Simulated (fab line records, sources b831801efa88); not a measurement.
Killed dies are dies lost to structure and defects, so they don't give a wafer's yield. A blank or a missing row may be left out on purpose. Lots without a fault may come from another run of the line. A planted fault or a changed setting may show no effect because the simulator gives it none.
One fault seen from 2 desks | flow sky130 | each desk has only its own numbers; what lay behind them comes last

THE METROLOGY DESK
What the gauges read, lot by lot, whatever tool the lot ran on: means of the sampled wafers that have a number. A lot is out of limits, marked OUT, if its mean lies more than 4 standard deviations from the usual mean; the brackets give that distance.
Columns: A = cd_nm at SKY_VIA3_CD_MEAS_12, usual 200.1 nm; B = VIA3_OVL at SKY_VIA3_OVL_MEAS_13, usual 6 nm; C = VIA3_W_THK at SKY_VIA3_THK_MEAS_23, usual 393 nm
lot  | first seen here | A     | B  | C
L924 | day 39 02:44    | 198.2 | 9  | 383
L925 | day 40 00:49    | 201.9 | 9  | 391
L926 | day 40 17:52    | 201.8 | 9  | 392
L928 | day 40 19:57    | 199.0 | 5  | 381
L930 | day 42 08:37    | 200.9 | 8  | 407
L931 | day 42 13:17    | 200.7 | 6  | 390
L937 | day 44 04:02    | 197.8 | 12 | 392
L936 | day 44 05:11    | 201.4 | -1 | 397
L935 | day 44 08:14    | 199.3 | 4  | 385
L938 | day 44 09:40    | 199.6 | 7  | 384
L942 | day 44 15:13    | 199.9 | 10 | 392
L945 | day 45 12:04    | 200.6 | 15 | 382
This desk's finding: nothing out of limits on any of the 12 lots.

THE TOOL OWNER'S DESK: rie_metal-01
The tool's own readings at SKY_CAP2M_METAL_ETCH_13 (etches TiN in Cl2/BCl3, stops on SiO2, target depth 220 nm, time 62.9 s): means of the sampled wafers that have a number, for each lot that ran on this tool. A lot is out of limits, marked OUT, if its mean lies more than 4 standard deviations from the usual mean; the brackets give that distance.
Columns: A = bias_w at SKY_CAP2M_METAL_ETCH_13, usual 49.09 W; B = chamber_pressure_mTorr at SKY_CAP2M_METAL_ETCH_13, usual 10.001 mTorr; C = drypump_motor_current_A at SKY_CAP2M_METAL_ETCH_13, usual 5.9 A; D = oes_product_au at SKY_CAP2M_METAL_ETCH_13, usual 0.941 a.u.; E = throttle_valve_pct at SKY_CAP2M_METAL_ETCH_13, usual 21.902 %
lot  | first seen here | A     | B                        | C   | D     | E
L925 | day 41 03:02    | 49.27 | 9.995                    | 5.4 | 0.958 | 21.889
L926 | day 41 19:10    | 48.97 | 10.002                   | 5.4 | 0.934 | 21.908
L931 | day 43 13:47    | 48.99 | 11.997 (+99 or more) OUT | 5.7 | 0.937 | 21.908
L935 | day 45 06:26    | 49.06 | 11.993 (+99 or more) OUT | 5.7 | 0.931 | 21.913
This desk's finding: out of limits on L931, L935; first on L931, day 43 13:47 (chamber_pressure_mTorr at SKY_CAP2M_METAL_ETCH_13). In limits: L925, L926.

PUT TOGETHER
The tool owner's desk could have raised an alarm at day 43 13:47, on L931, L935.
The metrology desk saw nothing out of limits.
The metrology desk has L931, L935 on record, within its limits.
Of the lots named, all ran SKY_CAP2M_METAL_ETCH_13 on rie_metal-01.

WHAT THE SIMULATOR HAD PUT IN
Process parameter drift: rie_metal-01, from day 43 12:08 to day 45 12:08, at SKY_CAP2M_METAL_ETCH_13. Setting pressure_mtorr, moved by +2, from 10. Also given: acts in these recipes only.
Lots struck among those shown: L931, L935.
Hours from the fault's start to each desk's first reading out of limits: the tool owner's desk, 2.
